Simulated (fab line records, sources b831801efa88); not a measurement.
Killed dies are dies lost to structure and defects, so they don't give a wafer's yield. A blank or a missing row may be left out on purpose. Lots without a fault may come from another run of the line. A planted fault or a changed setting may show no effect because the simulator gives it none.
Which tool did it? | flow gf180mcu | 11 lots, 33 wafers sampled, at 5 steps of a route of 602

WHAT THE GAUGES READ, wafer by wafer
GF_PSD_RS_MEAS_14: measures by four-point-probe. Usual: NSD_RS 46.09 ohm/sq, standard deviation 0.08.
lot  | measured     | on            | NSD_RS (ohm/sq)                     | flag
L825 | day 14 09:20 | film_metro-04 | 46.12 46.07 46.15                   |
L826 | day 14 13:14 | film_metro-02 | 46.18 46.08 46.16                   |
L827 | day 15 06:05 | film_metro-04 | 46.21 46.14 46.22                   |
L830 | day 16 01:53 | film_metro-02 | 45.82 46.04 46.07                   |
L831 | day 16 16:05 | film_metro-01 | 45.97 45.99 46.07                   |
L833 | day 17 07:41 | film_metro-04 | 46.14 46.13 46.01                   |
L834 | day 17 13:50 | film_metro-02 | 46.11 46.03 46.18                   |
L837 | day 18 19:09 | film_metro-02 | 46.10 46.20 46.12                   |
L840 | day 19 14:26 | film_metro-01 | 46.11 46.15 46.10                   |
L843 | day 20 13:38 | film_metro-04 | 42.75 42.74 42.73 42.73 42.67 42.51 | OFF
L844 | day 21 03:44 | film_metro-04 | 42.61 42.62 42.73 42.63 42.59 42.61 | OFF

GF_SAB_CD_MEAS_09: target cd 420 nm. Usual: cd_nm 419.6 nm, standard deviation 2.1.
lot  | measured     | on        | cd_nm (nm)        | flag
L825 | day 15 06:44 | cd_sem-01 | 420.2 420.6 417.8 |
L826 | day 15 10:59 | cd_sem-01 | 420.3 420.2 418.4 |
L827 | day 16 03:56 | cd_sem-01 | 418.4 417.7 419.6 |
L830 | day 17 00:38 | cd_sem-02 | 419.7 417.1 416.2 |
L831 | day 17 14:26 | cd_sem-02 | 418.5 418.3 416.1 |
L833 | day 18 07:04 | cd_sem-01 | 418.1 419.1 420.4 |
L834 | day 18 13:23 | cd_sem-01 | 422.3 420.8 421.6 |
L837 | day 19 18:59 | cd_sem-01 | 418.7 418.6 418.9 |
L840 | day 20 15:06 | cd_sem-02 | 420.2 422.8 424.3 |
L843 | day 21 14:02 | cd_sem-02 | 424.4 419.0 419.3 |
L844 | day 22 03:23 | cd_sem-01 | 420.6 420.9 419.9 |

WHICH TOOL RAN EACH LOT (tool, then ch and the chambers of the sampled wafers, then the start)
lot  | GF_HV_LDD_STRIP_22                   | GF_NSD_IMPLANT_10               | GF_NSD_STRIP_11
L825 | plasma_asher-03 ch 0, day 10 21:26   | implanter-04 ch 0, day 13 11:34 | plasma_asher-02 ch 0, day 13 11:43
L826 | plasma_asher-04 ch 0,1, day 11 02:17 | implanter-04 ch 0, day 13 15:20 | plasma_asher-02 ch 0,1, day 13 15:29
L827 | plasma_asher-03 ch 0,1, day 11 15:43 | implanter-01 ch 0, day 14 07:47 | plasma_asher-03 ch 0,1, day 14 07:56
L830 | plasma_asher-01 ch 0,1, day 12 10:37 | implanter-04 ch 0, day 15 04:11 | plasma_asher-01 ch 0,1, day 15 04:20
L831 | plasma_asher-04 ch 0,1, day 12 22:16 | implanter-02 ch 0, day 15 17:25 | plasma_asher-01 ch 0,1, day 15 17:34
L833 | plasma_asher-04 ch 0,1, day 13 12:08 | implanter-04 ch 0, day 16 08:55 | plasma_asher-01 ch 0,1, day 16 09:02
L834 | plasma_asher-01 ch 0,1, day 13 17:03 | implanter-04 ch 0, day 16 14:53 | plasma_asher-01 ch 0,1, day 16 15:02
L837 | plasma_asher-04 ch 0,1, day 14 19:25 | implanter-02 ch 0, day 17 18:38 | plasma_asher-03 ch 0,1, day 17 18:47
L840 | plasma_asher-01 ch 0,1, day 15 13:59 | implanter-04 ch 0, day 18 12:47 | plasma_asher-02 ch 0,1, day 18 12:56
L843 | plasma_asher-01 ch 0,1, day 16 10:04 | implanter-04 ch 0, day 19 13:14 | plasma_asher-03 ch 0, day 19 13:23
L844 | plasma_asher-01 ch 0,1, day 16 22:35 | implanter-04 ch 0, day 20 02:35 | plasma_asher-02 ch 0,1, day 20 02:44
- GF_HV_LDD_STRIP_22: strips in O2/N2.
- GF_NSD_IMPLANT_10
- GF_NSD_STRIP_11: strips in O2/N2.

WHAT THE TOOLS THEMSELVES READ (means of the sampled wafers that have a number; where no wafer has one, the mark that the record gives instead)
GF_HV_LDD_STRIP_22. Usual: drypump_motor_current_A 5.8 A, standard deviation 0.48; heater_power_w 341 W, standard deviation 35; oes_product_au 0.715 a.u., standard deviation 0.0049; strip_time_to_endpoint_s 12.62 s, standard deviation 0.038.
lot  | tool            | drypump_motor_current_A (A) | heater_power_w (W) | oes_product_au (a.u.) | strip_time_to_endpoint_s (s) | flag
L825 | plasma_asher-03 | 6.1                         | 366                | 0.712                 | 12.61                        |
L826 | plasma_asher-04 | 6.1                         | 313                | 0.712                 | 12.62                        |
L827 | plasma_asher-03 | 5.9                         | 369                | 0.714                 | 12.62                        |
L830 | plasma_asher-01 | 5.5                         | 355                | 0.715                 | 12.58                        |
L831 | plasma_asher-04 | 6.1                         | 311                | 0.714                 | 12.69                        |
L833 | plasma_asher-04 | 6.4                         | 299                | 0.720                 | 12.57                        |
L834 | plasma_asher-01 | 5.5                         | 361                | 0.716                 | 12.61                        |
L837 | plasma_asher-04 | 6.4                         | 299                | 0.720                 | 12.66                        |
L840 | plasma_asher-01 | 5.3                         | 373                | 0.710                 | 12.54                        |
L843 | plasma_asher-01 | 5.5                         | 361                | 0.710                 | 12.63                        |
L844 | plasma_asher-01 | 5.5                         | 355                | 0.715                 | 12.62                        |

GF_NSD_IMPLANT_10. Usual: dose_ions_cm2 5e+14, standard deviation 6.2e+11; end_station_pressure_torr 7.3e-06 Torr, standard deviation 3.8e-07; faraday_current_uA 2790, standard deviation 62.
lot  | tool         | dose_ions_cm2 | end_station_pressure_torr (Torr) | faraday_current_uA | flag
L825 | implanter-04 | 5e+14         | 7.5e-06                          | 2731               |
L826 | implanter-04 | 5e+14         | 7.3e-06                          | 2810               |
L827 | implanter-01 | 5e+14         | 7.7e-06                          | 2764               |
L830 | implanter-04 | 5e+14         | 7.4e-06                          | 2839               |
L831 | implanter-02 | 5e+14         | 7.2e-06                          | 2882               |
L833 | implanter-04 | 5e+14         | 7.4e-06                          | 2718               |
L834 | implanter-04 | 5e+14         | 7.0e-06                          | 2771               |
L837 | implanter-02 | 5e+14         | 7.4e-06                          | 2807               |
L840 | implanter-04 | 5e+14         | 7.4e-06                          | 2821               |
L843 | implanter-04 | 8e+14         | 9.2e-06                          | 4482               | OFF
L844 | implanter-04 | 8e+14         | 8.3e-06                          | 4430               | OFF

GF_NSD_STRIP_11. Usual: drypump_motor_current_A 5.6 A, standard deviation 0.41; heater_power_w 351 W, standard deviation 27; oes_product_au 0.487 a.u., standard deviation 0.0047; strip_time_to_endpoint_s 22.96 s, standard deviation 0.041.
lot  | tool            | drypump_motor_current_A (A) | heater_power_w (W) | oes_product_au (a.u.) | strip_time_to_endpoint_s (s) | flag
L825 | plasma_asher-02 | 6.2                         | 334                | 0.487                 | 22.92                        |
L826 | plasma_asher-02 | 5.6                         | 331                | 0.488                 | 23.00                        |
L827 | plasma_asher-03 | 5.9                         | 361                | 0.489                 | 22.92                        |
L830 | plasma_asher-01 | 5.3                         | 375                | 0.484                 | 22.97                        |
L831 | plasma_asher-01 | 5.3                         | 379                | 0.485                 | 22.95                        |
L833 | plasma_asher-01 | 5.3                         | 378                | 0.482                 | 22.89                        |
L834 | plasma_asher-01 | 5.5                         | 354                | 0.483                 | 22.92                        |
L837 | plasma_asher-03 | 5.9                         | 363                | 0.492                 | 22.98                        |
L840 | plasma_asher-02 | 5.9                         | 337                | 0.490                 | 22.98                        |
L843 | plasma_asher-03 | 6.1                         | 374                | 0.483                 | 23.19                        | OFF
L844 | plasma_asher-02 | 5.6                         | 328                | 0.485                 | 23.23                        | OFF

THE ANSWER, worked out from the rows above alone
Rule: a lot is off if the mean of its wafers that have a number lies more than 3 standard deviations from the usual mean. A lot without any number at a reading at which 4 lots or more have one is off too. The other lots that the step has rows for count as sound. The gauges are gone through in route order, then the tools' own readings, and for those a lot's mean is taken as printed above. The first step at which some lot is off is used, and at that step the reading that is off furthest; a lot without a number counts as furthest.
Off: L843, L844, at GF_PSD_RS_MEAS_14 (NSD_RS).
A tool fits if, at a process step before that reading, it ran every lot that is off, and no sound lot after the first of them. The gauges at GF_PSD_RS_MEAS_14 aren't tried: what is off there is off at GF_NSD_IMPLANT_10 too, on other tools, and a gauge's error can't cause that. Can't be told from this: 2 tools fit, plasma_asher-01 at GF_HV_LDD_STRIP_22, implanter-04 at GF_NSD_IMPLANT_10.

WHAT THE SIMULATOR HAD PUT IN
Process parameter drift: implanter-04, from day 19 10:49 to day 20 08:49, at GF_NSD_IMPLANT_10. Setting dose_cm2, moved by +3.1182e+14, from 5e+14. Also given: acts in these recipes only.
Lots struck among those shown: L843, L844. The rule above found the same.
